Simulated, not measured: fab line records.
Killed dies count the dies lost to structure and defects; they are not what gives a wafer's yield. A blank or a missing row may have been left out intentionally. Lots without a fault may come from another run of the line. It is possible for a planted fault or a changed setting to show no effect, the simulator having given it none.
A struck lot beside a sound one :: flow sky130 :: 14 steps out of a route of 708
Sound: these wafers, L172.1, L172.5, L172.6. Wafers L167.1, L167.4, L167.6 were the ones struck. The cause comes at the end.
At each step with rows: each side's tool, then ch and its chambers, then its first start. Under that, the readings that differ: sound wafers :: struck wafers :: difference of the means :: sigmas: that difference in standard deviations of wafers without a fault.
alike: same words and numbers on both sides, and readings whose means sit less than 2 such deviations apart. not compared: any withheld reading, any reading some wafer has no value for, any bound like >300 that may hide the same value, and any number with overlapping values for which the record gives no deviation.
A row with sigmas, a row that says differs or no value, or rows on one side alone: a step with any of these is where the two part. When numbers do not overlap yet have no deviation, they are printed without sigmas and do not part them. A reading missing from all wafers of one side parts the sides only when that side holds two or more wafers.

SKY_METAL1_SPUTTER_00: material Ti, target thk 15 nm, time 10 s.
  sound: pvd_sputter-01 at day 37 20:28; struck: pvd_sputter-04 at day 36 06:58
  alike: throttle_valve_pct
SKY_METAL1_SPUTTER_01: material TiN, target thk 20 nm, time 16.7 s.
  sound: pvd_sputter-01 at day 37 20:30; struck: pvd_sputter-04 at day 36 06:59
  alike: throttle_valve_pct
SKY_METAL1_SPUTTER_02: material AlCu, target thk 250 nm, time 13.3 s.
  sound: pvd_sputter-01 at day 37 20:31; struck: pvd_sputter-04 at day 36 07:01
  alike: throttle_valve_pct
SKY_METAL1_SPUTTER_03: material Ti, target thk 5 nm, time 3.3 s.
  sound: pvd_sputter-01 at day 37 20:33; struck: pvd_sputter-04 at day 36 07:02
  alike: throttle_valve_pct
SKY_METAL1_SPUTTER_04: material TiN, target thk 70 nm, time 58.3 s.
  sound: pvd_sputter-01 at day 37 20:34; struck: pvd_sputter-04 at day 36 07:03
  alike: throttle_valve_pct
SKY_METAL1_RS_MEAS_05: the measuring method here is four-point-probe.
  sound: film_metro-03 at day 37 20:37; struck: film_metro-03 at day 36 07:06
  alike: METAL1_ALCU_RS
SKY_METAL1_THK_MEAS_06: measures by xrf.
  sound: film_metro-03 at day 37 20:44; struck: film_metro-03 at day 36 07:13
  alike: METAL1_ALCU_THK
then, 5 steps without rows for these wafers: SKY_METAL1_DEHYDRATE_07 (time 60 s); SKY_METAL1_HMDS_08 (prime time 60 s); SKY_METAL1_COAT_09 (resist thk 60 nm); SKY_METAL1_COAT_10 (resist thk 450 nm); SKY_METAL1_SOFTBAKE_11 (time 90 s).
SKY_METAL1_EXPOSE_12: exposes mask MM1, target cd 140 nm.
  struck on krf_scanner-02, day 36 19:56; sound on krf_scanner-01 ch 0, day 38 09:49
  no value came back on the struck wafers for exposure_dose_mJ_cm2, focus_offset_nm (nm); on the sound wafers exposure_dose_mJ_cm2 reads 27.91 27.89 27.90
  alike: mask
following that, these wafers have no rows for 1 step: SKY_METAL1_PEB_13.

## WHERE THEY PART
Within this record, at SKY_METAL1_EXPOSE_12 only.

WHY: whatever the simulator had introduced
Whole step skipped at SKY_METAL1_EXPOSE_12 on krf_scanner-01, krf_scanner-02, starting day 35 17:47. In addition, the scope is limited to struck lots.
